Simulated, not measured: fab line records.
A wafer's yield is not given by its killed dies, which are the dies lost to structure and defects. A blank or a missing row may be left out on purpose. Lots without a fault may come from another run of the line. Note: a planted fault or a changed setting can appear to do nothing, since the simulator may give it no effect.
Problem report in the 8D (eight disciplines) form, filled by code ; flow sky130 ; the parts of the form that need people (team, actions taken, sign-off) are left out

## 1. WHAT IS WRONG
Wafers free of any fault read 1033 nm (standard deviation 14) for VIA1_HDPCVD_THK at SKY_VIA1_THK_MEAS_01, against a mean of 876 nm on 2 wafers of 2 lots. That puts it -11 standard deviations away from the usual mean.
First observed at day 39 15:19: wafer L766.2, on filmMetro-03. At this step, 40 wafers from 14 lots have a number in the record. By rule, "out" or "out of limits" means more than 4 standard deviations away from the usual mean. All remaining wafers that have a number are taken as sound.

## 2. WHAT THIS IS AND IS NOT
question;is;is not
which readings at this step;VIA1_HDPCVD_THK;-
which lots;L766, L768;L747, L749, L750, L751, L752, L753, L755, L756, L757, L758, L759, L760
which wafers of those lots;L766.2, L768.4;L766.4, L766.6, L768.1, L768.2
read on which gauges;filmMetro-03;filmMetro-01, filmMetro-02
when;from day 39 15:19;"up to then (36 sound wafers); but 2 sound wafers of L768 came after"

## 3. SUSPECTS, AND WHAT RULES EACH OUT
Counting: any tool at a process step up to the reading remains a suspect provided it ran every lot that is out. Sound lots after the first of them don't rule it out here, since some wafers of a struck lot are sound.
- the gauge at SKY_VIA1_THK_MEAS_01: ruled out. All the wafers that are out were read on filmMetro-03, but those of them that SKY_VIA1_HDPCVD_00 has rows for are out there too, on other tools.
- hdpcvd-02 at SKY_VIA1_HDPCVD_00 (deposits SiO2, target thk 1030 nm, time 171.7 s): kept. Ran every lot that is out, first one L766 (day 39 15:11); last sound lot up to then L755 (day 35 23:16). On those wafers its own readings are out: sih4FlowSccm.
- At SKY_VIA1_HDPCVD_00, inside hdpcvd-02: chamber 1 took the wafers that are out, while their sound lot-mates went through chambers 0, 2.
Left after counting: hdpcvd-02 at SKY_VIA1_HDPCVD_00.

## 4. THE CAUSE (what the simulator had put in)
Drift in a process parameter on hdpcvd-02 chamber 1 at SKY_VIA1_HDPCVD_00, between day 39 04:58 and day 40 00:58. The setting sih4FlowSccm was moved by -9, starting from 60. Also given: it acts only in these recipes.
The count eliminated every tool but this one.

## 5. THE EFFECT CHAIN, in route order
Each row: a reading where the mean over the struck wafers with a number is more than 3 standard deviations away from the usual. Only readings whose record carries a usual standard deviation are examined. hours: median over the lots of the time between each lot's start at the first step of this table that gives one and its start at this step. sigmas: the change, counted in usual standard deviations.
hours;step;reading;usual;on struck wafers;change;sigmas
0;SKY_VIA1_HDPCVD_00;sih4FlowSccm;59.99 sccm;51.25;-8.74;-42
0;SKY_VIA1_THK_MEAS_01;VIA1_HDPCVD_THK;1033 nm;876;-158;-11
Here are the process steps it includes:
- SKY_VIA1_HDPCVD_00: deposits SiO2, target thk 1030 nm, time 171.7 s.
Later measuring or inspecting steps at which every struck wafer that the step has a row for has a number for every such reading, and none has moved that far: SKY_VIA1_CD_MEAS_12.

## 6. HOW IT WOULD HAVE BEEN CAUGHT EARLIER
In this record the first reading out of limits at a measuring or inspecting step was taken at day 39 15:19, 10 hours after the fault began at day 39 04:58.
Tool's own readings at SKY_VIA1_HDPCVD_00, sih4FlowSccm: out on all struck wafers the step has rows for; an alarm limit on them would have tripped on the first.
Lots out: 2; of these, L768 started SKY_VIA1_HDPCVD_00 on hdpcvd-02 after day 39 15:19. It would have been spared by a hold on the tool at that moment.
